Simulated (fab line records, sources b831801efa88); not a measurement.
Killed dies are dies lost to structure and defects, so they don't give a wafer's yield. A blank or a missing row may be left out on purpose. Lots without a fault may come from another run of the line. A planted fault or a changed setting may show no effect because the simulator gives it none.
Which tool did it? | flow sky130 | 13 lots, 38 wafers sampled, at 3 steps of a route of 708

WHAT THE GAUGES READ, wafer by wafer
SKY_CONTACT_CD_MEAS_14: target cd 170 nm.
lot  | measured     | on        | cd_nm (nm)
L801 | day 31 18:03 | cd_sem-02 | 167.8 168.1 168.6
L802 | day 32 04:50 | cd_sem-02 | 171.2 170.7 171.3
L803 | day 32 13:35 | cd_sem-01 | 172.0 171.2 171.2
L804 | day 33 00:00 | cd_sem-01 | 168.9 170.2 170.1
L806 | day 33 14:58 | cd_sem-01 | 172.9 169.8 170.2
L808 | day 33 22:46 | cd_sem-02 | 169.4 170.5 168.7
L809 | day 34 13:16 | cd_sem-01 | 167.4 166.2 166.6
L810 | day 34 21:38 | cd_sem-02 | 168.9 169.4 169.7
L811 | day 35 06:13 | cd_sem-02 | 170.9 168.4 168.7
L812 | day 36 01:58 | cd_sem-02 | 169.9 169.8
L814 | day 36 05:11 | cd_sem-01 | 170.5 171.1 170.5
L820 | day 38 03:15 | cd_sem-01 | 168.8 168.4 168.2
L821 | day 38 09:40 | cd_sem-01 | 169.0 169.7 170.5

WHICH TOOL RAN EACH LOT (tool, then ch and the chambers of the sampled wafers, then the start)
lot  | SKY_SD_N_STRIP_11                    | SKY_CONTACT_DEVELOP_13
L801 | plasma_asher-01 ch 0,1, day 28 01:06 | litho_track-03 ch 0, day 31 17:00
L802 | plasma_asher-03 ch 0,1, day 28 14:17 | litho_track-01 ch 0, day 32 04:00
L803 | plasma_asher-04 ch 0,1, day 28 22:15 | litho_track-01 ch 0, day 32 13:00
L804 | plasma_asher-04 ch 0,1, day 29 08:53 | litho_track-03 ch 0, day 32 23:00
L806 | plasma_asher-04 ch 0,1, day 30 01:17 | litho_track-03 ch 0, day 33 14:00
L808 | plasma_asher-04 ch 0,1, day 30 09:14 | litho_track-03 ch 0, day 33 22:00
L809 | plasma_asher-04 ch 0,1, day 31 00:17 | litho_track-02 ch 0, day 34 13:00
L810 | plasma_asher-04 ch 0,1, day 31 09:34 | litho_track-01 ch 0, day 34 21:00
L811 | plasma_asher-01 ch 0,1, day 31 17:32 | litho_track-03 ch 0, day 35 06:00
L812 | plasma_asher-03 ch 0, day 32 16:17   | litho_track-03 ch 0, day 36 01:00
L814 | plasma_asher-03 ch 0,1, day 32 17:26 | litho_track-03 ch 0, day 36 05:00
L820 | plasma_asher-03 ch 0,1, day 34 16:34 | litho_track-02 ch 0, day 38 03:00
L821 | plasma_asher-03 ch 0,1, day 35 00:18 | litho_track-02 ch 0, day 38 09:00
- SKY_SD_N_STRIP_11: strips in O2/N2.
- SKY_CONTACT_DEVELOP_13: develop time 60 s.

WHAT THE TOOLS THEMSELVES READ (means of the sampled wafers that have a number; where no wafer has one, the mark that the record gives instead)
SKY_SD_N_STRIP_11.
lot  | tool            | drypump_motor_current_A (A) | oes_product_au (a.u.) | strip_time_to_endpoint_s (s)
L801 | plasma_asher-01 | 5.39                        | 0.530                 | 22.59
L802 | plasma_asher-03 | 5.78                        | 0.525                 | 22.54
L803 | plasma_asher-04 | 5.60                        | 0.529                 | 22.49
L804 | plasma_asher-04 | 5.59                        | 0.531                 | 22.54
L806 | plasma_asher-04 | 5.51                        | 0.525                 | 22.55
L808 | plasma_asher-04 | 5.47                        | 0.525                 | 22.59
L809 | plasma_asher-04 | 5.58                        | 0.526                 | 22.50
L810 | plasma_asher-04 | 5.50                        | 0.528                 | 22.56
L811 | plasma_asher-01 | 5.38                        | 0.530                 | 22.51
L812 | plasma_asher-03 | 5.44                        | 0.524                 | 22.57
L814 | plasma_asher-03 | 5.78                        | 0.530                 | 22.54
L820 | plasma_asher-03 | 5.78                        | 0.532                 | 22.56
L821 | plasma_asher-03 | 5.78                        | 0.524                 | 22.54

SKY_CONTACT_DEVELOP_13.
lot  | tool           | developer_temp_C (C)
L801 | litho_track-03 | 21.01
L802 | litho_track-01 | 20.94
L803 | litho_track-01 | 20.86
L804 | litho_track-03 | 21.08
L806 | litho_track-03 | 20.96
L808 | litho_track-03 | 20.86
L809 | litho_track-02 | 20.73
L810 | litho_track-01 | 20.91
L811 | litho_track-03 | 21.02
L812 | litho_track-03 | 21.48
L814 | litho_track-03 | 21.62
L820 | litho_track-02 | 21.08
L821 | litho_track-02 | 20.98

THE ANSWER, worked out from the rows above alone
Rule: what is usual is taken from the lots themselves. Put in order of their means at a reading, lots are off if they are a third of the lots or fewer, leave a main group of 4 or more, and stand apart from it by a gap of 3 or more times the standard deviation of the main group's means; of several such gaps the widest counts. A main group whose means are all the same, to the digits that the tables above print for the reading, isn't used. A lot without any number at a reading at which 4 lots or more have one is off too. The other lots that the step has rows for count as sound. The gauges are gone through in route order, then the tools' own readings, and for those a lot's mean is taken as printed above. The first step at which some lot is off is used, and at that step the reading that is off furthest; a lot without a number counts as furthest.
Off: L812, L814, at SKY_CONTACT_DEVELOP_13 (developer_temp_C). The main group: mean 20.95 C, standard deviation 0.1.
A tool fits if, at that step or a process step before it, it ran every lot that is off, and no sound lot after the first of them. One fits: litho_track-03 at SKY_CONTACT_DEVELOP_13. Its last sound lot is L811 (day 35 06:00), its first lot that is off L812 (day 36 01:00): a fault that began between those two fits.
The tool's own readings at SKY_CONTACT_DEVELOP_13 bear it out: on the lots that are off they differ by more than 5 times the standard deviation of the sound lots' means. developer_temp_C reads 21.55 C there against 20.95 C on the sound lots.

WHAT THE SIMULATOR HAD PUT IN
Process parameter drift: litho_track-03, from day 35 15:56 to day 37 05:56, at SKY_CONTACT_DEVELOP_13. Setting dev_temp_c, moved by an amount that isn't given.
Lots struck among those shown: L812, L814. The rule above found the same.
